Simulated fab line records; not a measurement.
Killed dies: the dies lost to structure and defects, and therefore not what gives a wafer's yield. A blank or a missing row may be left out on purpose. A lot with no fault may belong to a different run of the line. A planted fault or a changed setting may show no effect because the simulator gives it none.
fab line records	flow sky130	part 1 of 2: steps 1 to 32 of 44
record lots=5	wafers=15	last-day=50
route steps=708 shown VT_ADJUST_HVTP@88 VT_ADJUST_LVTN@97 VT_ADJUST_NCORE@119 VT_ADJUST_HVTR@131
lots untouched by any fault: they come from a run of this same line in which no faults occurred
start-h: the number of hours between the record's first day and the start of the first shown wafer of the lot	wait-h: hours since the lot's step before	" repeats the value in the row above	L1.1+2: one row covering several wafers at once	- no value present, or no start provided	* or withheld: withheld	< > ~ a bound
route shown NAME@n: names a module that has steps shown in the file, with the first one's number in the route	usual: mean/standard deviation taken from wafers without a fault	same: alike in all rows	chamber/n: place in a boat	sites: readings site by site	_std_site: how widely they spread, as a standard deviation	_edge_site: mean of outer sites minus mean of inner sites	radius-mm: for every site, how far away it sits from the centre of the wafer	mask NAME#n: copy n	behind: the last tool/chamber to shape the wafer	hold: reason for holding the lot/hours on hold/outcome of the hold	device: the transistor (n, p or np) that didn't switch	end of line: tests run on the same wafers once the route is complete	a step with no rows: only its recipe	killed: count of dies lost to structure and defects at first sort (not the wafer's yield)	map: a wafer's dies, marking killed ones x, the rest . and places with no die _
set.NAME: the run value of the setting; set.NAME@STEP: its run value at that earlier step	model.NAME: the simulator's own value behind a step, which no gauge read
lots at selected steps of the route; one table per step, one row per wafer
services: a tool's chamber out of use, with start hour (start-h, from the record's first day; less than 0 if before it), hours out, and reason
## steps
# step SKY_VT_ADJUST_HVTP_SOFTBAKE_03
# recipe temp-c=90	time-s=60	resist=NOVOLAK
lot.wafer	tool	chamber	start-h	wait-h
L076.2+4+5	litho-track-01	0	128.21	0.1
L083.1+3+4	litho-track-02	0	169.72	0.1
L086.1+2+3	litho-track-04	0	194.17	0.1
L092.1+2+5	litho-track-02	0	227.47	0.1
L097.2+4+5	litho-track-02	0	255.00	0.1
# step SKY_VT_ADJUST_HVTP_EXPOSE_04
# recipe mask-id=HVTPM	na=0.6	source-shape=conventional	sigma-outer=0.6	polarization=unpolarized	target-cd-nm=380	dose-mj=140
lot.wafer	tool	chamber	start-h	wait-h	mask
L076.2+4+5	iline-stepper-02	0	-	-	HVTPM#0
L083.1+3+4	iline-stepper-02	0	-	-	HVTPM#0
L086.1+2+3	iline-stepper-02	0	-	-	HVTPM#0
L092.1+2+5	iline-stepper-02	0	-	-	HVTPM#0
L097.2+4+5	iline-stepper-02	0	-	-	HVTPM#0
# step SKY_VT_ADJUST_HVTP_PEB_05
# recipe temp-c=withheld	time-s=*	resist=NOVOLAK
lot.wafer	tool	chamber	start-h	wait-h
L076.2+4+5	litho-track-04	0	-	-
L083.1+3+4	litho-track-04	0	-	-
L086.1+2+3	litho-track-01	0	-	-
L092.1+2+5	litho-track-02	0	-	-
L097.2+4+5	litho-track-02	0	-	-
# step SKY_VT_ADJUST_HVTP_DEVELOP_06
# recipe resist=NOVOLAK	developer=TMAH	develop-time-s=60	dev-temp-c=23
# same develop-time-s=60
lot.wafer	tool	chamber	start-h	wait-h
L076.2+4+5	litho-track-04	0	137.15	0.1
L083.1+3+4	litho-track-04	0	180.12	0.1
L086.1+2+3	litho-track-01	0	204.69	0.1
L092.1+2+5	litho-track-02	0	238.37	0.1
L097.2+4+5	litho-track-02	0	266.40	0.1
# step SKY_VT_ADJUST_HVTP_CD_MEAS_07
# recipe target-cd-nm=380
# usual cd-nm=379.7/2.2
lot.wafer	tool	chamber	start-h	wait-h	cd-nm
L076.2	cd-sem-01	-	137.29	0.1	380.2
L076.4	"	-	"	"	380.8
L076.5	"	-	"	"	384.7
L083.1	cd-sem-02	-	180.27	0.1	379.9
L083.3	"	-	"	"	380.6
L083.4	"	-	"	"	380.8
L086.1	cd-sem-01	-	204.84	0.1	378.5
L086.2	"	-	"	"	379.6
L086.3	"	-	"	"	377.4
L092.1	cd-sem-01	-	238.52	0.1	379.8
L092.2	"	-	"	"	378.5
L092.5	"	-	"	"	379.1
L097.2	cd-sem-02	-	266.54	0.1	377.2
L097.4	"	-	"	"	376.8
L097.5	"	-	"	"	378.1
# step SKY_VT_ADJUST_HVTP_OVL_MEAS_08
# usual VT_ADJUST_HVTP_OVL=0.6/1.2
lot.wafer	tool	chamber	start-h	wait-h	VT_ADJUST_HVTP_OVL[nm]
L076.2	overlay-01	-	137.40	0.1	2.4
L076.4	"	-	"	"	-0.5
L076.5	"	-	"	"	2.3
L083.1	overlay-02	-	180.39	0.1	1.1
L083.3	"	-	"	"	0.7
L083.4	"	-	"	"	2.1
L086.1	overlay-02	-	204.96	0.1	-0.3
L086.2	"	-	"	"	0.9
L086.3	"	-	"	"	-0.7
L092.1	overlay-02	-	238.64	0.1	0.9
L092.2	"	-	"	"	-0.2
L092.5	"	-	"	"	2.7
L097.2	overlay-02	-	266.65	0.1	0.8
L097.4	"	-	"	"	1.7
L097.5	"	-	"	"	-0.2
# step SKY_VT_ADJUST_HVTP_IMPLANT_09
# recipe species=As	energy-kev=150	dose-cm2=4.3e+12	tilt-deg=withheld
lot.wafer	tool	chamber	start-h	wait-h
L076.2+4+5	implanter-01	0	137.45	0.0
L083.1+3+4	implanter-01	0	180.43	0.0
L086.1+2+3	implanter-01	0	204.99	0.0
L092.1+2+5	implanter-01	0	238.68	0.0
L097.2+4+5	implanter-01	0	266.70	0.0
# step SKY_VT_ADJUST_HVTP_STRIP_10
# recipe chemistry=O2/N2	power-w=1400	pressure-mtorr=1500	platen-temp-c=withheld	o2-flow-sccm=3000	n2-flow-sccm=300	overash-fraction=0.5
# usual drypump-motor-current-A=5.5/0.32	oes-product-au=0.715/0.0045	strip-time-to-endpoint-s=14.19/0.036
lot.wafer	tool	chamber	start-h	wait-h	drypump-motor-current-A	oes-product-au	rf-hours-counter-h	strip-time-to-endpoint-s
L076.2	plasma-asher-01	0	137.58	0.1	5.7	0.717	42	14.19
L076.4	"	0	"	"	5.7	0.723	-	14.22
L076.5	"	0	"	"	5.7	0.718	-	14.20
L083.1	plasma-asher-04	0	180.58	0.1	6.0	0.712	48	14.17
L083.3	"	0	"	"	6.0	0.720	-	14.15
L083.4	"	1	"	"	5.0	0.717	-	14.16
L086.1	plasma-asher-04	0	205.14	0.1	6.0	0.715	50	14.26
L086.2	"	1	"	"	5.0	0.720	50	14.27
L086.3	"	0	"	"	6.0	0.720	-	14.24
L092.1	plasma-asher-02	0	238.83	0.1	5.6	0.712	11	14.20
L092.2	"	1	"	"	5.3	0.718	11	14.21
L092.5	"	1	"	"	5.2	0.712	-	14.15
L097.2	plasma-asher-04	1	266.83	0.1	5.0	0.712	57	14.22
L097.4	"	1	"	"	5.0	0.717	-	14.20
L097.5	"	0	"	"	6.0	0.713	-	14.20
# step SKY_VT_ADJUST_HVTP_TW_MEAS_11
# usual VT_ADJUST_HVTP_TW=1350/19
lot.wafer	tool	chamber	start-h	wait-h	VT_ADJUST_HVTP_TW
L076.2	film-metro-02	-	137.69	0.1	1335
L076.4	"	-	"	"	1338
L076.5	"	-	"	"	1331
L083.1	film-metro-04	-	180.68	0.1	1389
L083.3	"	-	"	"	1389
L083.4	"	-	"	"	1384
L086.1	film-metro-01	-	205.24	0.1	1347
L086.2	"	-	"	"	1351
L086.3	"	-	"	"	1353
L092.1	film-metro-04	-	238.93	0.1	1372
L092.2	"	-	"	"	1366
L092.5	"	-	"	"	1362
L097.2	film-metro-02	-	266.94	0.1	1329
L097.4	"	-	"	"	1316
L097.5	"	-	"	"	1328
# step SKY_VT_ADJUST_LVTN_DEHYDRATE_00
# recipe temp-c=200	time-s=60
lot.wafer	tool	chamber	start-h	wait-h
L076.2+4+5	litho-track-02	0	146.60	8.9
L083.1+3+4	litho-track-03	0	190.16	9.5
L086.1+2+3	litho-track-03	0	215.26	10.0
L092.1+2+5	litho-track-01	0	250.34	11.4
L097.2+4+5	litho-track-03	0	279.18	12.2
# step SKY_VT_ADJUST_LVTN_HMDS_01
# recipe prime-time-s=60	prime-temp-c=120
# usual prime-temp-c=120.00/0.15
lot.wafer	tool	chamber	start-h	wait-h	prime-temp-c
L076.2	litho-track-02	0	146.75	0.1	120.13
L076.4	"	0	"	"	120.19
L076.5	"	0	"	"	120.20
L083.1	litho-track-03	0	190.31	0.1	120.15
L083.3	"	0	"	"	120.10
L083.4	"	0	"	"	120.21
L086.1	litho-track-03	0	215.41	0.1	119.89
L086.2	"	0	"	"	119.99
L086.3	"	0	"	"	119.80
L092.1	litho-track-01	0	250.49	0.1	120.07
L092.2	"	0	"	"	119.96
L092.5	"	0	"	"	120.10
L097.2	litho-track-03	0	279.33	0.1	120.07
L097.4	"	0	"	"	120.29
L097.5	"	0	"	"	119.89
# step SKY_VT_ADJUST_LVTN_COAT_02
# recipe spin-rpm=2000	resist-thk-nm=3000
# usual spin-speed-rpm=2000.2/1.3
lot.wafer	tool	chamber	start-h	wait-h	spin-speed-rpm
L076.2	litho-track-02	0	146.90	0.1	2000.0
L076.4	"	0	"	"	2001.4
L076.5	"	0	"	"	2001.2
L083.1	litho-track-03	0	190.46	0.1	2003.1
L083.3	"	0	"	"	2000.2
L083.4	"	0	"	"	2001.3
L086.1	litho-track-03	0	215.56	0.1	1999.9
L086.2	"	0	"	"	1999.0
L086.3	"	0	"	"	2000.2
L092.1	litho-track-01	0	250.64	0.1	2000.8
L092.2	"	0	"	"	2000.2
L092.5	"	0	"	"	2003.1
L097.2	litho-track-03	0	279.48	0.1	2000.6
L097.4	"	0	"	"	2001.0
L097.5	"	0	"	"	1999.4
# step SKY_VT_ADJUST_LVTN_SOFTBAKE_03
# recipe temp-c=110	time-s=withheld
lot.wafer	tool	chamber	start-h	wait-h
L076.2+4+5	litho-track-02	0	147.06	0.1
L083.1+3+4	litho-track-03	0	190.61	0.1
L086.1+2+3	litho-track-03	0	215.71	0.1
L092.1+2+5	litho-track-01	0	250.79	0.1
L097.2+4+5	litho-track-03	0	279.64	0.1
# step SKY_VT_ADJUST_LVTN_EXPOSE_04
# recipe mask-id=NWM_COMPLEMENT_LESS_NATIVE	na=0.6	source-shape=conventional	sigma-outer=0.6	polarization=unpolarized	target-cd-nm=840	dose-mj=195.3
lot.wafer	tool	chamber	start-h	wait-h	mask
L076.2+4+5	iline-stepper-02	0	-	-	NWM_COMPLEMENT_LESS_NATIVE#0
L083.1+3+4	iline-stepper-01	0	-	-	NWM_COMPLEMENT_LESS_NATIVE#0
L086.1+2+3	iline-stepper-01	0	-	-	NWM_COMPLEMENT_LESS_NATIVE#0
L092.1+2+5	iline-stepper-02	0	-	-	NWM_COMPLEMENT_LESS_NATIVE#0
L097.2+4+5	iline-stepper-01	0	-	-	NWM_COMPLEMENT_LESS_NATIVE#0
# step SKY_VT_ADJUST_LVTN_PEB_05
# recipe temp-c=115	time-s=withheld
lot.wafer	tool	chamber	start-h	wait-h
L076.2+4+5	litho-track-03	0	-	-
L083.1+3+4	litho-track-03	0	-	-
L086.1+2+3	litho-track-02	0	-	-
L092.1+2+5	litho-track-02	0	-	-
L097.2+4+5	litho-track-01	0	-	-
# step SKY_VT_ADJUST_LVTN_DEVELOP_06
# recipe wall-angle-deg=90	developer=TMAH	develop-time-s=60	dev-temp-c=23
# same develop-time-s=60
lot.wafer	tool	chamber	start-h	wait-h
L076.2+4+5	litho-track-03	0	-	-
L083.1+3+4	litho-track-03	0	-	-
L086.1+2+3	litho-track-02	0	-	-
L092.1+2+5	litho-track-02	0	-	-
L097.2+4+5	litho-track-01	0	-	-
# step SKY_VT_ADJUST_LVTN_OVL_MEAS_07
# usual VT_ADJUST_LVTN_OVL=0.2/1.5
lot.wafer	tool	chamber	start-h	wait-h	VT_ADJUST_LVTN_OVL[nm]
L076.2	overlay-02	-	157.46	-	-1.6
L076.4	"	-	"	"	-2.7
L076.5	"	-	"	"	0.3
L083.1	overlay-01	-	200.81	-	2.7
L083.3	"	-	"	"	2.1
L083.4	"	-	"	"	0.1
L086.1	overlay-02	-	226.67	-	2.3
L086.2	"	-	"	"	1.9
L086.3	"	-	"	"	0.8
L092.1	overlay-02	-	262.57	-	-0.8
L092.2	"	-	"	"	-0.8
L092.5	"	-	"	"	-2.4
L097.2	overlay-01	-	291.29	-	0.6
L097.4	"	-	"	"	1.4
L097.5	"	-	"	"	-0.5
# step SKY_VT_ADJUST_LVTN_IMPLANT_08
# recipe species=B	energy-kev=30	dose-cm2=1.57e+12	tilt-deg=withheld
lot.wafer	tool	chamber	start-h	wait-h
L076.2+4+5	implanter-02	0	157.52	0.0
L083.1+3+4	implanter-03	0	200.84	0.0
L086.1+2+3	implanter-04	0	226.71	0.0
L092.1+2+5	implanter-03	0	262.61	0.0
L097.2+4+5	implanter-03	0	291.35	0.0
# step SKY_VT_ADJUST_LVTN_STRIP_09
# recipe chemistry=O2/N2	power-w=1400	pressure-mtorr=1500	platen-temp-c=withheld	o2-flow-sccm=3000	n2-flow-sccm=300	overash-fraction=0.5
# usual drypump-motor-current-A=5.55/0.29	oes-product-au=0.723/0.0043	strip-time-to-endpoint-s=36.97/0.12
lot.wafer	tool	chamber	start-h	wait-h	drypump-motor-current-A	oes-product-au	rf-hours-counter-h	strip-time-to-endpoint-s
L076.2	plasma-asher-02	1	157.64	0.1	5.25	0.711	4	36.95
L076.4	"	1	"	"	5.24	0.722	-	37.04
L076.5	"	0	"	"	5.65	0.725	-	37.02
L083.1	plasma-asher-03	0	200.99	0.1	4.99	0.726	39	36.92
L083.3	"	0	"	"	5.02	0.722	-	36.85
L083.4	"	1	"	"	5.89	0.722	-	36.87
L086.1	plasma-asher-01	1	226.86	0.1	5.63	0.724	51	36.86
L086.2	"	0	"	"	5.72	0.720	51	36.90
L086.3	"	0	"	"	5.72	0.720	-	36.90
L092.1	plasma-asher-01	1	262.76	0.1	5.63	0.720	52	36.87
L092.2	"	0	"	"	5.70	0.728	52	36.94
L092.5	"	0	"	"	5.72	0.723	-	36.86
L097.2	plasma-asher-03	1	291.47	0.1	5.88	0.721	49	36.96
L097.4	"	0	"	"	5.07	0.726	-	36.76
L097.5	"	0	"	"	5.07	0.717	-	36.85
# step SKY_VT_ADJUST_LVTN_TW_MEAS_10
# usual VT_ADJUST_LVTN_TW=241/3.3
lot.wafer	tool	chamber	start-h	wait-h	VT_ADJUST_LVTN_TW
L076.2	film-metro-04	-	157.75	0.1	244
L076.4	"	-	"	"	246
L076.5	"	-	"	"	246
L083.1	film-metro-02	-	201.09	0.1	238
L083.3	"	-	"	"	238
L083.4	"	-	"	"	238
L086.1	film-metro-02	-	226.96	0.1	238
L086.2	"	-	"	"	239
L086.3	"	-	"	"	239
L092.1	film-metro-04	-	262.86	0.1	247
L092.2	"	-	"	"	246
L092.5	"	-	"	"	247
L097.2	film-metro-04	-	291.58	0.1	245
L097.4	"	-	"	"	245
L097.5	"	-	"	"	244
# step SKY_VT_ADJUST_LVTN_DEHYDRATE_11
# recipe temp-c=200	time-s=60
lot.wafer	tool	chamber	start-h	wait-h
L076.2+4+5	litho-track-01	0	167.21	9.5
L083.1+3+4	litho-track-02	0	211.12	10.0
L086.1+2+3	litho-track-03	0	236.75	9.8
L092.1+2+5	litho-track-03	0	274.30	11.4
L097.2+4+5	litho-track-02	0	304.30	12.7
# step SKY_VT_ADJUST_LVTN_HMDS_12
# recipe prime-time-s=60	prime-temp-c=120
# usual prime-temp-c=120.03/0.17
lot.wafer	tool	chamber	start-h	wait-h	prime-temp-c
L076.2	litho-track-01	0	167.36	0.1	120.06
L076.4	"	0	"	"	119.96
L076.5	"	0	"	"	120.11
L083.1	litho-track-02	0	211.27	0.1	119.95
L083.3	"	0	"	"	119.94
L083.4	"	0	"	"	120.01
L086.1	litho-track-03	0	236.90	0.1	119.99
L086.2	"	0	"	"	120.00
L086.3	"	0	"	"	119.94
L092.1	litho-track-03	0	274.45	0.1	120.03
L092.2	"	0	"	"	120.19
L092.5	"	0	"	"	120.01
L097.2	litho-track-02	0	304.45	0.1	120.08
L097.4	"	0	"	"	119.91
L097.5	"	0	"	"	120.10
# step SKY_VT_ADJUST_LVTN_COAT_13
# recipe resist=NOVOLAK	spin-rpm=3000	resist-thk-nm=1140
# usual spin-speed-rpm=3000.0/2.3
lot.wafer	tool	chamber	start-h	wait-h	spin-speed-rpm
L076.2	litho-track-01	0	167.51	0.1	2993.5
L076.4	"	0	"	"	2996.2
L076.5	"	0	"	"	2995.4
L083.1	litho-track-02	0	211.42	0.1	3001.5
L083.3	"	0	"	"	2995.0
L083.4	"	0	"	"	3001.5
L086.1	litho-track-03	0	237.05	0.1	3001.2
L086.2	"	0	"	"	2998.2
L086.3	"	0	"	"	3002.8
L092.1	litho-track-03	0	274.60	0.1	2999.8
L092.2	"	0	"	"	3002.1
L092.5	"	0	"	"	3001.2
L097.2	litho-track-02	0	304.60	0.1	2997.9
L097.4	"	0	"	"	2999.5
L097.5	"	0	"	"	3000.2
# step SKY_VT_ADJUST_LVTN_SOFTBAKE_14
# recipe temp-c=90	time-s=60	resist=NOVOLAK
lot.wafer	tool	chamber	start-h	wait-h
L076.2+4+5	litho-track-01	0	167.66	0.1
L083.1+3+4	litho-track-02	0	211.57	0.1
L086.1+2+3	litho-track-03	0	237.20	0.1
L092.1+2+5	litho-track-03	0	274.75	0.1
L097.2+4+5	litho-track-02	0	304.75	0.1
# step SKY_VT_ADJUST_LVTN_EXPOSE_15
# recipe mask-id=HVN_STD_DERIVED	na=0.6	source-shape=conventional	sigma-outer=0.6	polarization=unpolarized	target-cd-nm=600	dose-mj=163
lot.wafer	tool	chamber	start-h	wait-h	mask
L076.2+4+5	iline-stepper-01	0	-	-	HVN_STD_DERIVED#0
L083.1+3+4	iline-stepper-01	0	-	-	HVN_STD_DERIVED#0
L086.1+2+3	iline-stepper-02	0	-	-	HVN_STD_DERIVED#0
L092.1+2+5	iline-stepper-02	0	-	-	HVN_STD_DERIVED#0
L097.2+4+5	iline-stepper-02	0	-	-	HVN_STD_DERIVED#0
# step SKY_VT_ADJUST_LVTN_PEB_16
# recipe temp-c=withheld	time-s=*	resist=NOVOLAK
lot.wafer	tool	chamber	start-h	wait-h
L076.2+4+5	litho-track-01	0	-	-
L083.1+3+4	litho-track-03	0	-	-
L086.1+2+3	litho-track-03	0	-	-
L092.1+2+5	litho-track-01	0	-	-
L097.2+4+5	litho-track-02	0	-	-
# step SKY_VT_ADJUST_LVTN_DEVELOP_17
# recipe resist=NOVOLAK	developer=TMAH	develop-time-s=60	dev-temp-c=23
# same develop-time-s=60
lot.wafer	tool	chamber	start-h	wait-h
L076.2+4+5	litho-track-01	0	178.36	0.1
L083.1+3+4	litho-track-03	0	222.76	0.1
L086.1+2+3	litho-track-03	0	248.45	0.1
L092.1+2+5	litho-track-01	0	286.54	0.1
L097.2+4+5	litho-track-02	0	316.70	0.1
# step SKY_VT_ADJUST_LVTN_OVL_MEAS_18
# usual VT_ADJUST_LVTN_01_OVL=-0.2/1.5
lot.wafer	tool	chamber	start-h	wait-h	VT_ADJUST_LVTN_01_OVL[nm]
L076.2	overlay-02	-	178.49	0.1	0.2
L076.4	"	-	"	"	0.9
L076.5	"	-	"	"	1.3
L083.1	overlay-01	-	222.91	0.1	-0.8
L083.3	"	-	"	"	0.5
L083.4	"	-	"	"	0.0
L086.1	overlay-02	-	248.60	0.1	1.9
L086.2	"	-	"	"	1.4
L086.3	"	-	"	"	1.8
L092.1	overlay-01	-	286.69	0.1	3.4
L092.2	"	-	"	"	1.4
L092.5	"	-	"	"	0.0
L097.2	overlay-02	-	316.83	0.1	-1.0
L097.4	"	-	"	"	1.0
L097.5	"	-	"	"	-0.5
# step SKY_VT_ADJUST_LVTN_IMPLANT_19
# recipe species=B	energy-kev=30	dose-cm2=6.5e+11	tilt-deg=withheld
lot.wafer	tool	chamber	start-h	wait-h
L076.2+4+5	implanter-03	0	178.55	0.0
L083.1+3+4	implanter-04	0	222.94	0.0
L086.1+2+3	implanter-03	0	248.64	0.0
L092.1+2+5	implanter-04	0	286.72	0.0
L097.2+4+5	implanter-04	0	316.88	0.0
# step SKY_VT_ADJUST_LVTN_STRIP_20
# recipe chemistry=O2/N2	power-w=1400	pressure-mtorr=1500	platen-temp-c=withheld	o2-flow-sccm=3000	n2-flow-sccm=300	overash-fraction=0.5
# usual drypump-motor-current-A=5.5/0.33	oes-product-au=0.715/0.0049	strip-time-to-endpoint-s=14.18/0.039
lot.wafer	tool	chamber	start-h	wait-h	drypump-motor-current-A	oes-product-au	rf-hours-counter-h	strip-time-to-endpoint-s
L076.2	plasma-asher-02	0	178.67	0.1	5.6	0.719	6	14.22
L076.4	"	1	"	"	5.2	0.721	-	14.22
L076.5	"	1	"	"	5.2	0.706	-	14.23
L083.1	plasma-asher-02	0	223.09	0.1	5.7	0.712	9	14.20
L083.3	"	0	"	"	5.7	0.709	-	14.18
L083.4	"	1	"	"	5.3	0.710	-	14.13
L086.1	plasma-asher-03	1	248.79	0.1	5.9	0.718	44	14.17
L086.2	"	0	"	"	5.1	0.704	44	14.14
L086.3	"	1	"	"	5.9	0.714	-	14.13
L092.1	plasma-asher-03	1	286.87	0.1	5.9	0.715	48	14.22
L092.2	"	0	"	"	5.0	0.724	48	14.20
L092.5	"	0	"	"	5.0	0.705	-	14.22
L097.2	plasma-asher-03	0	317.01	0.1	5.1	0.716	51	14.23
L097.4	"	0	"	"	5.1	0.714	-	14.25
L097.5	"	0	"	"	5.0	0.721	-	14.21
# step SKY_VT_ADJUST_LVTN_TW_MEAS_21
# usual VT_ADJUST_LVTN_2_TW=188/3
lot.wafer	tool	chamber	start-h	wait-h	VT_ADJUST_LVTN_2_TW
L076.2	film-metro-03	-	178.78	0.1	187
L076.4	"	-	"	"	187
L076.5	"	-	"	"	187
L083.1	film-metro-02	-	223.19	0.1	185
L083.3	"	-	"	"	184
L083.4	"	-	"	"	185
L086.1	film-metro-02	-	248.89	0.1	185
L086.2	"	-	"	"	186
L086.3	"	-	"	"	185
L092.1	film-metro-02	-	286.97	0.1	184
L092.2	"	-	"	"	184
L092.5	"	-	"	"	184
L097.2	film-metro-02	-	317.12	0.1	184
L097.4	"	-	"	"	184
L097.5	"	-	"	"	185
# step SKY_VT_ADJUST_NCORE_DEHYDRATE_00
# recipe temp-c=200	time-s=60
lot.wafer	tool	chamber	start-h	wait-h
L076.2+4+5	litho-track-01	0	188.76	10.0
L083.1+3+4	litho-track-03	0	232.60	9.4
L086.1+2+3	litho-track-03	0	259.90	11.0
L092.1+2+5	litho-track-04	0	299.17	12.2
L097.2+4+5	litho-track-04	0	329.90	12.8
